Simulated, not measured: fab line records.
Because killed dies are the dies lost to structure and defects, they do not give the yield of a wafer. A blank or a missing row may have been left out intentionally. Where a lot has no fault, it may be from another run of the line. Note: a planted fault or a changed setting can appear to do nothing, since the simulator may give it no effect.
A sampling plan put to the test    flow gf180mcu    44 faults told of in these records, all on one fab line, each judged by the records of the lots it struck
Plan = the line's own looks (route steps where a gauge or an inspection reads the wafer without altering it). A look is open to judgement when struck wafers have a number at it and the file gives its usual mean and standard deviation on fault-free wafers. Caught: 4 or more of those standard deviations (sigma) separate the usual mean from the mean of the struck wafers at a look after the fault's first step. On the tool: the identical test, applied to the tool's own readings at the steps of the fault. It also counts as caught if the struck wafers ran another recipe or if their record alone is blank.

== THE FAULTS, as the simulator had put them in ==
1. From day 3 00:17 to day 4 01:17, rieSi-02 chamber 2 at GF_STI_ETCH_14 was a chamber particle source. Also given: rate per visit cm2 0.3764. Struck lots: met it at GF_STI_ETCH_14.
2. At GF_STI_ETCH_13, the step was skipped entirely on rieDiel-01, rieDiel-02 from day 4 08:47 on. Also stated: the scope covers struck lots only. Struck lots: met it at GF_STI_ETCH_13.
3. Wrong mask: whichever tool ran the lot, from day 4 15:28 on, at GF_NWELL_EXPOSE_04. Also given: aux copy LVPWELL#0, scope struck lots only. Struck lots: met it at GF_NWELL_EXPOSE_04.
4. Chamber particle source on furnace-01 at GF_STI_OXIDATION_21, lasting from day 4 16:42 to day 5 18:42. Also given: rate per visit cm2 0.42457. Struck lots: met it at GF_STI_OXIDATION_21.
5. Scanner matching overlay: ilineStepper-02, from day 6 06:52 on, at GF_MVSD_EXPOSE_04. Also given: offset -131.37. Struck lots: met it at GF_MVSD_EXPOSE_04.
6. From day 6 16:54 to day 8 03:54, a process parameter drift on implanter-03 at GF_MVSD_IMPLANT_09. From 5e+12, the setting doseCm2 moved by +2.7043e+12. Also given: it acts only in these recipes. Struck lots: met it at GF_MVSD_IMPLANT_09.
7. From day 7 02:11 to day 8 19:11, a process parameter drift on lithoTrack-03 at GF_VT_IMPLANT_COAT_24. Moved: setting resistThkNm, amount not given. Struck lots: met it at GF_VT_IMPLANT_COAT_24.
8. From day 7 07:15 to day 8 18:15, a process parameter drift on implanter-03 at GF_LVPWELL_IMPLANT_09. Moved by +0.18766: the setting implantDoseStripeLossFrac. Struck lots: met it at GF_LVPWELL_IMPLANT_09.
9. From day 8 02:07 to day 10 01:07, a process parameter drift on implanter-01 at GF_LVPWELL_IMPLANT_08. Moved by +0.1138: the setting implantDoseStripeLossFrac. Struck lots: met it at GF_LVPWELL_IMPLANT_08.
10. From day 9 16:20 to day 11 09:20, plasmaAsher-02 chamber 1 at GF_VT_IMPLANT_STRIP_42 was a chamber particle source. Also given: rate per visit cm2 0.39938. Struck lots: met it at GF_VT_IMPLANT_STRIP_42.
11. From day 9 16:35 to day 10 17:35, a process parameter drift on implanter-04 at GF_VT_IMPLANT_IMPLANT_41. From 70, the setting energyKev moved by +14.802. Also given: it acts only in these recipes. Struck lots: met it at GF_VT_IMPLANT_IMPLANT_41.
12. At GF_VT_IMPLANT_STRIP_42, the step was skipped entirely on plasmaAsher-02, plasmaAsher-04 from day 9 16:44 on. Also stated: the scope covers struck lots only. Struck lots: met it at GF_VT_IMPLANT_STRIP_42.
13. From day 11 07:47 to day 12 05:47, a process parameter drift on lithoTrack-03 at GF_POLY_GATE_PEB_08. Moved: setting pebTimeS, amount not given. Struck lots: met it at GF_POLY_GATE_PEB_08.
14. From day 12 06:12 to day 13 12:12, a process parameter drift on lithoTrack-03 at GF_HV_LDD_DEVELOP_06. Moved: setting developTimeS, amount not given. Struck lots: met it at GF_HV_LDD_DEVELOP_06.
15. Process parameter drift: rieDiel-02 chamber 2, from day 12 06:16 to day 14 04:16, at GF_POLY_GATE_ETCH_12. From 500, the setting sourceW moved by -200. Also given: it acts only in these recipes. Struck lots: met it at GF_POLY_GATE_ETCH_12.
16. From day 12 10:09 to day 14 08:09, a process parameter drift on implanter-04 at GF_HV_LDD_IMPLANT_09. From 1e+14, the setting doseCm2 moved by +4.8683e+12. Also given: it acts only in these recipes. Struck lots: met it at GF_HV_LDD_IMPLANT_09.
17. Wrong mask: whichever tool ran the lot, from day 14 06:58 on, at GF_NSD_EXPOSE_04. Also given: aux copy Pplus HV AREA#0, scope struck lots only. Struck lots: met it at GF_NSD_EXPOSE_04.
18. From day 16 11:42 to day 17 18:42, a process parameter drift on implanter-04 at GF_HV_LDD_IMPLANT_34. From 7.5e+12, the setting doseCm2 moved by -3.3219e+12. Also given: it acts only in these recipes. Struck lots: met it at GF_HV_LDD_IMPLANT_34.
19. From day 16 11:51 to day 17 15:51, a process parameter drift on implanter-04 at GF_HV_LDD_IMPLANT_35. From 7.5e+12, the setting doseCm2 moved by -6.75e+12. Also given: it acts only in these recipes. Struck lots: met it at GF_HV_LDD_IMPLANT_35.
20. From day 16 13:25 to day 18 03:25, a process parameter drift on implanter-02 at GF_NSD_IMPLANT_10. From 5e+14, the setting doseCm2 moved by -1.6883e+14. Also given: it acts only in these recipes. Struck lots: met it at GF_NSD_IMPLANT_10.
21. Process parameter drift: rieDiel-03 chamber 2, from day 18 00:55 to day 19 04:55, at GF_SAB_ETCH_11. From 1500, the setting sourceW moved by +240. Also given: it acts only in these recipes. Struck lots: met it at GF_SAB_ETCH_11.
22. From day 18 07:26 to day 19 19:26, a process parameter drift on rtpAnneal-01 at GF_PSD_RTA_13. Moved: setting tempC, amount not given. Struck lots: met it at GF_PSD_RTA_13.
23. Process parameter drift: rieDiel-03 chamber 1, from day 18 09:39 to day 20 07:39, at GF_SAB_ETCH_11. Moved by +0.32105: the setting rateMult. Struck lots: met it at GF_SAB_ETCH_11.
24. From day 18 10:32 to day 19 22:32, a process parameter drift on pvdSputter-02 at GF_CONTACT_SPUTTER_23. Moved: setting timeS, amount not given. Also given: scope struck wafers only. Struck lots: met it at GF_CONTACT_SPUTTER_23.
25. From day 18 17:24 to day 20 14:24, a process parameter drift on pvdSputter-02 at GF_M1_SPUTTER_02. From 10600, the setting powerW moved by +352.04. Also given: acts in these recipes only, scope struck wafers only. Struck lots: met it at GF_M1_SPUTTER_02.
26. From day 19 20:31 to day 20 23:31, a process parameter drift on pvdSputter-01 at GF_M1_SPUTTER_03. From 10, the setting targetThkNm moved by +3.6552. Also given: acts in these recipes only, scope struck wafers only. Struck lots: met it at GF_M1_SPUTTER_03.
27. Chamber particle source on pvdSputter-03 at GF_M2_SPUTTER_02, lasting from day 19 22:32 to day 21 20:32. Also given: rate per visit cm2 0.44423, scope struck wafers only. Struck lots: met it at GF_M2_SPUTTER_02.
28. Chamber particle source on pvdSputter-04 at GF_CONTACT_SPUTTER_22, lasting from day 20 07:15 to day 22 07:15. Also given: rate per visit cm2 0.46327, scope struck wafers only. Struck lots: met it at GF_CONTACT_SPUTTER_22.
29. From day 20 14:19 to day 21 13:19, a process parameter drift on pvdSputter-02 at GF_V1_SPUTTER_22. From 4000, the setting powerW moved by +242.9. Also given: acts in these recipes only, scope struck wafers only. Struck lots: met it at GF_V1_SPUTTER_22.
30. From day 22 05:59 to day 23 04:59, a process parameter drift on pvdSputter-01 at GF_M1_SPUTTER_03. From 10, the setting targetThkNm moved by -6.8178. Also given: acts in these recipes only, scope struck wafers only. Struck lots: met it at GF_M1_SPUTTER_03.
31. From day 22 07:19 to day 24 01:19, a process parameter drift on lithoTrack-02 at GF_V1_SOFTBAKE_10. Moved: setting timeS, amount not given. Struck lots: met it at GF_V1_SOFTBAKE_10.
32. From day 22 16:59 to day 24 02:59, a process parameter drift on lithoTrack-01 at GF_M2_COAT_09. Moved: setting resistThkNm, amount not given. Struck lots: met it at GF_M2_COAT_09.
33. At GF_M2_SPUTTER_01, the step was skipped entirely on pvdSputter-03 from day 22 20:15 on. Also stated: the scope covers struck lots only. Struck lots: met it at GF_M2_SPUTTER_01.
34. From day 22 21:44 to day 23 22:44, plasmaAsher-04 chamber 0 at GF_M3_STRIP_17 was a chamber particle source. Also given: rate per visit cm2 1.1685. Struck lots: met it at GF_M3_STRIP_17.
35. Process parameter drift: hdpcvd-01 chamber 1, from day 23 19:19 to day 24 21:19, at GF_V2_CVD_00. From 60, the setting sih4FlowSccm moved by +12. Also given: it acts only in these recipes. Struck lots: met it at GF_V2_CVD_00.
36. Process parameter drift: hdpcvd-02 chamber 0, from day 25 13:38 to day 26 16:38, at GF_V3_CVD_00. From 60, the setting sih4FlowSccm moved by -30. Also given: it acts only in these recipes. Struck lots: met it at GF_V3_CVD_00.
37. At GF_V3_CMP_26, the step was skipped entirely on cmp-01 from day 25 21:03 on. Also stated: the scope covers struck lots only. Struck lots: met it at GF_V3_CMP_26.
38. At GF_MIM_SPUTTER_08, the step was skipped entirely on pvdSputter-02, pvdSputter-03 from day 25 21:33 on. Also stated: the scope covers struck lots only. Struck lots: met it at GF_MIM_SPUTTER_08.
39. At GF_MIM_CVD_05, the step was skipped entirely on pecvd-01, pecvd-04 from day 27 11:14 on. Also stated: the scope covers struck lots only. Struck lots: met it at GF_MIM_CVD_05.
40. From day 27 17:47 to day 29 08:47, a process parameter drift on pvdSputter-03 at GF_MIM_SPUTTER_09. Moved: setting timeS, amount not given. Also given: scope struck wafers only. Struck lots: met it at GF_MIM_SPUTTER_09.
41. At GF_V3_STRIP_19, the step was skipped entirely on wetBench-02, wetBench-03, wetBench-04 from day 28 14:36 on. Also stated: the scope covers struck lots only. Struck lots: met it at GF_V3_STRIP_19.
42. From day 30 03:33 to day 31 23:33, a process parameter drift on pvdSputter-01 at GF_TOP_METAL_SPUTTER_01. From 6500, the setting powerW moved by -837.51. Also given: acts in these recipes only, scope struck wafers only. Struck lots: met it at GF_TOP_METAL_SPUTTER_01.
43. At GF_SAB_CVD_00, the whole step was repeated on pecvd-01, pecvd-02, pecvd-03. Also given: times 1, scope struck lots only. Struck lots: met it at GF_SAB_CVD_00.
44. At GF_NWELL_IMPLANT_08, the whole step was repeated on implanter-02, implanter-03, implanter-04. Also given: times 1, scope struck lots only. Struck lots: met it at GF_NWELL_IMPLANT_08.

== WHAT THE PLAN SAW ==
fault  on the tool itself                                first look that catches it                       reading, sigma                                           median hours from its first step to that look  hours from the fault's start to the first struck lot there  judged looks passed uncaught
1      only faintly: throttleValvePct +2.9 sigma         none of the 2 looks that can be judged after it  -                                                        -                                              -                                                           2
2      the tool's record is blank for the struck wafers  no look after it can be judged                   -                                                        -                                              -                                                           0
3      no reading that can be judged                     GF_NWELL_TW_MEAS_11                              NWELL_TW -95                                             7.2                                            9                                                           0
4      under 2 sigma                                     none of the 2 looks that can be judged after it  -                                                        -                                              -                                                           2
5      no reading that can be judged                     GF_MVSD_OVL_MEAS_07                              MVSD_OVL -88                                             7.4                                            15                                                          0
6      doseIonsCm2 +99 or beyond sigma                   GF_VT_IMPLANT_RS_MEAS_46                         MVSD_RS -29                                              83.5                                           87                                                          0
7      no reading that can be judged                     none of the 3 looks that can be judged after it  -                                                        -                                              -                                                           3
8      no reading that can be judged                     none of the 5 looks that can be judged after it  strongest: LVPWELL_RS at GF_VT_IMPLANT_RS_MEAS_48, +3.8  -                                              -                                                           5
9      under 2 sigma                                     none of the 5 looks that can be judged after it  -                                                        -                                              -                                                           5
10     under 2 sigma                                     none of the 2 looks that can be judged after it  -                                                        -                                              -                                                           2
11     beamEnergyKeV +99 or beyond sigma                 GF_VT_IMPLANT_TW_MEAS_43                         VT_IMPLANT_4_TW +9.8                                     0.2                                            3                                                           0
12     the tool's record is blank for the struck wafers  no look after it can be judged                   -                                                        -                                              -                                                           0
13     no reading that can be judged                     none of the 3 looks that can be judged after it  strongest: cdNm at GF_POLY_GATE_CD_MEAS_10, -3.8         -                                              -                                                           3
14     no reading that can be judged                     GF_HV_LDD_CD_MEAS_07                             cdNm +8.3                                                0.1                                            0                                                           0
15     rfFwdPowerW -94 sigma                             no look after it can be judged                   -                                                        -                                              -                                                           0
16     doseIonsCm2 +43 sigma                             GF_HV_LDD_RS_MEAS_53                             HV_LDD_RS -10                                            64.6                                           67                                                          1
17     under 2 sigma                                     GF_NSD_TW_MEAS_12                                NSD_TW -99 or beyond                                     11.1                                           18                                                          0
18     doseIonsCm2 -99 or beyond sigma                   GF_HV_LDD_RS_MEAS_53                             HV_LDD_RS +10                                            23.6                                           31                                                          1
19     doseIonsCm2 -99 or beyond sigma                   GF_HV_LDD_TW_MEAS_38                             HV_LDD_3_TW -6.8                                         0.4                                            7                                                           0
20     doseIonsCm2 -99 or beyond sigma                   GF_PSD_RS_MEAS_14                                NSD_RS +25                                               23.6                                           38                                                          1
21     rfFwdPowerW +23 sigma                             no look after it can be judged                   -                                                        -                                              -                                                           0
22     wafer_temp_C_max +5.1 sigma                       GF_PSD_RS_MEAS_14                                NSD_RS -16                                               0.1                                            11                                                          0
23     oesProductAu +16 sigma                            no look after it can be judged                   -                                                        -                                              -                                                           0
24     under 2 sigma                                     no look after it can be judged                   -                                                        -                                              -                                                           0
25     cathodeDcPowerW +99 or beyond sigma               none of the 4 looks that can be judged after it  strongest: M1_ALCU_RS at GF_M1_RS_MEAS_05, -2.6          -                                              -                                                           4
26     under 2 sigma                                     no look after it can be judged                   -                                                        -                                              -                                                           0
27     under 2 sigma                                     not the one look that can be judged after it     -                                                        -                                              -                                                           1
28     under 2 sigma                                     none of the 2 looks that can be judged after it  -                                                        -                                              -                                                           2
29     cathodeDcPowerW +99 or beyond sigma               no look after it can be judged                   -                                                        -                                              -                                                           0
30     under 2 sigma                                     no look after it can be judged                   -                                                        -                                              -                                                           0
31     heaterPowerTotalW +99 or beyond sigma             none of the 2 looks that can be judged after it  strongest: cdNm at GF_V1_CD_MEAS_14, -2.4                -                                              -                                                           2
32     no reading that can be judged                     no look after it can be judged                   -                                                        -                                              -                                                           0
33     the tool's record is blank for the struck wafers  no look after it can be judged                   -                                                        -                                              -                                                           0
34     under 2 sigma                                     none of the 2 looks that can be judged after it  -                                                        -                                              -                                                           2
35     sih4FlowSccm +66 sigma                            GF_V2_THK_MEAS_01                                V2_CVD_00_THK +19                                        0.1                                            3                                                           0
36     sih4FlowSccm -99 or beyond sigma                  GF_V3_THK_MEAS_01                                V3_CVD_00_THK -59                                        0.1                                            7                                                           0
37     no reading that can be judged                     no look after it can be judged                   -                                                        -                                              -                                                           0
38     the tool's record is blank for the struck wafers  GF_MIM_RS_MEAS_10                                MIM_ALCU_RS +99 or beyond                                0.1                                            8                                                           0
39     the tool's record is blank for the struck wafers  no look after it can be judged                   -                                                        -                                              -                                                           0
40     under 2 sigma                                     none of the 4 looks that can be judged after it  -                                                        -                                              -                                                           4
41     the tool's record is blank for the struck wafers  no look after it can be judged                   -                                                        -                                              -                                                           0
42     cathodeDcPowerW -99 or beyond sigma               no look after it can be judged                   -                                                        -                                              -                                                           0
43     under 2 sigma                                     GF_SAB_THK_MEAS_01                               SAB_CVD_00_THK +92                                       0.2                                            -                                                           0
44     no reading that can be judged                     GF_NWELL_TW_MEAS_11                              NWELL_TW +22                                             0.7                                            -                                                           0
Dash: fault not caught, or number not given in these records.

Caught at a look: 16 of 44. Caught on the tool: 22 of 44. By one or the other: 28 of 44.
On the tool alone, faults 2, 12, 15, 21, 23, 25, 29, 31, 33, 39, 41, 42 were caught.
Caught at a look alone: faults 3, 5, 14, 17, 43, 44.
Caught by neither: faults 1, 4, 7, 8, 9, 10, 13, 24, 26, 27, 28, 30, 32, 34, 37, 40.

== THINNER SAMPLING ==
In the worst case, this is how late the first struck lot would be measured if the look that catches a fault measured only every second or every third lot, by lot number:
fault  struck lots at that look, in order of time  every lot  every second lot  every third lot
3      L490                                        9 h        may miss it       may miss it
5      L553, L555, L557                            15 h       may miss all 3    37 h
6      L802, L805                                  87 h       106 h             may miss all 2
11     L418, L421                                  3 h        24 h              may miss all 2
14     L900, L899                                  0 h        0 h               may miss all 2
16     L499, L501                                  67 h       may miss all 2    may miss all 2
17     L121                                        18 h       may miss it       may miss it
18     L725, L726                                  31 h       40 h              may miss all 2
19     L311, L312                                  7 h        18 h              may miss all 2
20     L285, L287                                  38 h       may miss all 2    may miss all 2
22     L139, L140                                  11 h       24 h              may miss all 2
35     L730, L731, L732                            3 h        16 h              19 h
36     L593, L595                                  7 h        may miss all 2    may miss all 2
38     L742, L743, L745                            8 h        17 h              may miss all 3
The hour figures run from when the fault began to the first measured lot among those it struck. The test against the limit of 4 sigma pooled every struck wafer, which means one lot taken alone may stay below that limit. Other struck lots may not be in these records.

== THE LONGEST TIMED WAY FROM STEP TO LOOK ==
Fault 6: a median of 83.5 hours passes between GF_MVSD_IMPLANT_09 and GF_VT_IMPLANT_RS_MEAS_46. No look between them can be judged.
